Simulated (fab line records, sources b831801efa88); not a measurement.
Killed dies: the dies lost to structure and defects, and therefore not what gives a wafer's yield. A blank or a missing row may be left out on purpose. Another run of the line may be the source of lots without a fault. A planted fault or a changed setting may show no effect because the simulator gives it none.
Chamber matching / flow sky130 / SKY_CONTACT_CMP_27 on cmp-01 has 4 sister chambers
The step polishes, stops on SiO2, t overpolish 15 s, target thk 0 nm. 18 wafers are shown with their chamber, then 9 later ones without.

WAFERS PAIRED WITH THEIR CHAMBERS
wafer=L076.2; chamber=2; motor current A (A)=12.4; time to endpoint s (s)=81; overpolish run s (s)=15.006
wafer=L076.3; chamber=3; motor current A (A)=10.8; time to endpoint s (s)=78; overpolish run s (s)=15.003
wafer=L076.5; chamber=0; motor current A (A)=12.3; time to endpoint s (s)=79; overpolish run s (s)=15.009
wafer=L075.3; chamber=0; motor current A (A)=12.8; time to endpoint s (s)=84; overpolish run s (s)=15.001
wafer=L075.4; chamber=3; motor current A (A)=10.5; time to endpoint s (s)=82; overpolish run s (s)=15.001
wafer=L075.5; chamber=1; motor current A (A)=10.6; time to endpoint s (s)=87; overpolish run s (s)=14.991
wafer=L077.1; chamber=1; motor current A (A)=11.0; time to endpoint s (s)=80; overpolish run s (s)=15.001
wafer=L077.4; chamber=0; motor current A (A)=12.5; time to endpoint s (s)=82; overpolish run s (s)=14.975
wafer=L077.5; chamber=3; motor current A (A)=11.1; time to endpoint s (s)=79; overpolish run s (s)=14.999
wafer=L084.1; chamber=1; motor current A (A)=10.4; time to endpoint s (s)=83; overpolish run s (s)=14.998
wafer=L084.4; chamber=2; motor current A (A)=12.7; time to endpoint s (s)=81; overpolish run s (s)=15.010
wafer=L084.6; chamber=0; motor current A (A)=12.0; time to endpoint s (s)=83; overpolish run s (s)=14.994
wafer=L086.3; chamber=1; motor current A (A)=10.5; time to endpoint s (s)=81; overpolish run s (s)=15.008
wafer=L086.4; chamber=2; motor current A (A)=12.1; time to endpoint s (s)=81; overpolish run s (s)=14.991
wafer=L086.5; chamber=0; motor current A (A)=13.0; time to endpoint s (s)=81; overpolish run s (s)=15.005
wafer=L091.1; chamber=0; motor current A (A)=11.9; time to endpoint s (s)=81; overpolish run s (s)=15.012
wafer=L091.2; chamber=3; motor current A (A)=10.5; time to endpoint s (s)=82; overpolish run s (s)=15.006
wafer=L091.4; chamber=1; motor current A (A)=9.8; time to endpoint s (s)=86; overpolish run s (s)=15.002

SIGNATURES (means of the wafers above)
reading=motor current A; chamber 0=12.417; chamber 1=10.460; chamber 2=12.400; chamber 3=10.725; scatter within a chamber=0.39
reading=time to endpoint s; chamber 0=81.67; chamber 1=83.40; chamber 2=81.00; chamber 3=80.25; scatter within a chamber=2.16
reading=overpolish run s; chamber 0=14.99933; chamber 1=15.00000; chamber 2=15.00233; chamber 3=15.00225; scatter within a chamber=0.0096
Rule: a wafer lies at a distance from a chamber equal to the root of the sum of squares, over the readings, of (its reading less the chamber's mean, divided by the reading's scatter). The wafer belongs to the nearest chamber; if the next one is less than 2 further off, it can't be placed. How the scatter is found: for the shown wafers, subtract from each reading the mean of its chamber, square and add these, divide the total by (wafers less chambers), then take the root.

WAFERS MISSING THEIR CHAMBER
wafer=L093.2; motor current A (A)=10.6; time to endpoint s (s)=79; overpolish run s (s)=15.008
wafer=L093.3; motor current A (A)=12.3; time to endpoint s (s)=79; overpolish run s (s)=14.996
wafer=L093.4; motor current A (A)=13.1; time to endpoint s (s)=82; overpolish run s (s)=15.002
wafer=L096.4; motor current A (A)=11.1; time to endpoint s (s)=84; overpolish run s (s)=15.016
wafer=L096.5; motor current A (A)=11.6; time to endpoint s (s)=80; overpolish run s (s)=14.982
wafer=L096.6; motor current A (A)=12.3; time to endpoint s (s)=79; overpolish run s (s)=15.013
wafer=L097.1; motor current A (A)=11.3; time to endpoint s (s)=77; overpolish run s (s)=15.006
wafer=L097.3; motor current A (A)=11.9; time to endpoint s (s)=79; overpolish run s (s)=15.008
wafer=L097.4; motor current A (A)=10.2; time to endpoint s (s)=85; overpolish run s (s)=14.999

WHICH CHAMBER EACH WENT THROUGH
wafer=L093.2; from the rows above=can't be placed: 3 or 1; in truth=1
wafer=L093.3; from the rows above=can't be placed: 2 or 0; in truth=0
wafer=L093.4; from the rows above=can't be placed: 0 or 2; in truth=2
wafer=L096.4; from the rows above=can't be placed: 1 or 3 or 2 or 0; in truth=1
wafer=L096.5; from the rows above=can't be placed: 0 or 2 or 3 or 1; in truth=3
wafer=L096.6; from the rows above=can't be placed: 2 or 0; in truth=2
wafer=L097.1; from the rows above=can't be placed: 3 or 2 or 0 or 1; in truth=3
wafer=L097.3; from the rows above=can't be placed: 2 or 0 or 3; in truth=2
wafer=L097.4; from the rows above=can't be placed: 1 or 3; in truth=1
Correctly placed: 0 of 9. Not placeable from these rows: 9 (in 9, the candidates include the true chamber). 0 placed wrongly.
